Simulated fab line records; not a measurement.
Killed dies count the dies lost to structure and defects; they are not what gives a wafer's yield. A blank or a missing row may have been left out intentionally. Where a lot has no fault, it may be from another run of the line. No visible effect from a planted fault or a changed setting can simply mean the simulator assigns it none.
Matching of chambers + flow gf180mcu + GF_STI_ETCH_13 on rie-diel-04 has 4 sister chambers
The step etches the open film in CHF3/O2, stops on Si, target depth 282.31 nm, time 112.9 s. 24 wafers are shown with their chamber, then 12 later ones without.

== WAFERS WITH THEIR CHAMBER ==
| wafer  | chamber | drypump-motor-current-A (A) | chamber-pressure-mTorr (mTorr) | oes-product-au (a.u.) |
|--------|---------|-----------------------------|--------------------------------|-----------------------|
| L075.1 | 1       | 5.8                         | 39.97                          | 0.841                 |
| L075.2 | 0       | 5.8                         | 40.05                          | 0.839                 |
| L075.4 | 3       | 5.2                         | 39.98                          | 0.847                 |
| L078.1 | 3       | 5.2                         | 40.07                          | 0.837                 |
| L078.3 | 0       | 5.8                         | 39.99                          | 0.825                 |
| L078.5 | 0       | 5.8                         | 40.00                          | 0.828                 |
| L081.1 | 1       | 5.8                         | 39.99                          | 0.835                 |
| L081.3 | 0       | 5.8                         | 40.04                          | 0.828                 |
| L081.4 | 3       | 5.1                         | 39.94                          | 0.829                 |
| L083.1 | 1       | 5.8                         | 40.04                          | 0.833                 |
| L083.2 | 0       | 5.8                         | 40.05                          | 0.836                 |
| L083.6 | 1       | 5.9                         | 39.95                          | 0.833                 |
| L084.2 | 3       | 5.2                         | 39.98                          | 0.822                 |
| L084.4 | 2       | 5.7                         | 39.95                          | 0.824                 |
| L084.6 | 3       | 5.2                         | 40.02                          | 0.838                 |
| L085.2 | 2       | 5.7                         | 40.12                          | 0.837                 |
| L085.3 | 3       | 5.2                         | 40.03                          | 0.840                 |
| L085.6 | 1       | 5.9                         | 40.02                          | 0.843                 |
| L086.1 | 0       | 5.8                         | 40.02                          | 0.834                 |
| L086.4 | 1       | 5.8                         | 39.99                          | 0.828                 |
| L086.6 | 2       | 5.7                         | 40.10                          | 0.825                 |
| L087.3 | 1       | 5.9                         | 40.01                          | 0.833                 |
| L087.5 | 0       | 5.8                         | 39.94                          | 0.847                 |
| L087.6 | 1       | 5.8                         | 40.09                          | 0.837                 |

SIGNATURES (averages over the wafers above)
| reading                 | chamber 0 | chamber 1 | chamber 2 | chamber 3 | scatter within a chamber |
|-------------------------|-----------|-----------|-----------|-----------|--------------------------|
| drypump-motor-current-A | 5.800     | 5.838     | 5.700     | 5.183     | 0.0368                   |
| chamber-pressure-mTorr  | 40.0129   | 40.0075   | 40.0567   | 40.0033   | 0.0503                   |
| oes-product-au          | 0.83386   | 0.83537   | 0.82867   | 0.83550   | 0.00709                  |
Rule: a wafer lies at a distance from a chamber equal to the root of the sum of squares, over the readings, of (its reading less the chamber's mean, divided by the reading's scatter). If the next closest chamber is less than 2 further off than the closest, the wafer can't be placed; otherwise it belongs to the closest. The scatter: take each reading less its chamber's mean, square it, sum over the shown wafers, divide by the number of wafers less the number of chambers, and take the root.

== WAFERS WITH NO CHAMBER GIVEN ==
| wafer  | drypump-motor-current-A (A) | chamber-pressure-mTorr (mTorr) | oes-product-au (a.u.) |
|--------|-----------------------------|--------------------------------|-----------------------|
| L088.1 | 5.7                         | 39.98                          | 0.830                 |
| L088.2 | 5.9                         | 39.96                          | 0.837                 |
| L088.3 | 5.1                         | 39.97                          | 0.841                 |
| L094.2 | 5.8                         | 40.07                          | 0.839                 |
| L094.3 | 5.8                         | 40.04                          | 0.843                 |
| L094.6 | 5.8                         | 40.02                          | 0.835                 |
| L096.2 | 5.8                         | 39.96                          | 0.827                 |
| L096.3 | 5.1                         | 40.01                          | 0.828                 |
| L096.4 | 5.7                         | 40.01                          | 0.830                 |
| L097.1 | 5.2                         | 39.93                          | 0.824                 |
| L097.3 | 5.9                         | 39.94                          | 0.835                 |
| L097.4 | 5.8                         | 40.02                          | 0.828                 |

== WHICH CHAMBER EACH WENT THROUGH ==
| wafer  | from the rows above          | in truth |
|--------|------------------------------|----------|
| L088.1 | can't be placed: 2 or 0      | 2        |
| L088.2 | can't be placed: 1 or 0      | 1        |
| L088.3 | 3                            | 3        |
| L094.2 | can't be placed: 0 or 1 or 2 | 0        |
| L094.3 | can't be placed: 0 or 1      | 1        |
| L094.6 | can't be placed: 0 or 1      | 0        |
| L096.2 | can't be placed: 0 or 1 or 2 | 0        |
| L096.3 | 3                            | 3        |
| L096.4 | can't be placed: 2 or 0      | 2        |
| L097.1 | 3                            | 3        |
| L097.3 | can't be placed: 1 or 0      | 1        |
| L097.4 | can't be placed: 0 or 1 or 2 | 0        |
Correctly placed: 3 of 12. These rows do not allow placing 9 (true chamber among the candidates in 9). Placed wrongly: 0.
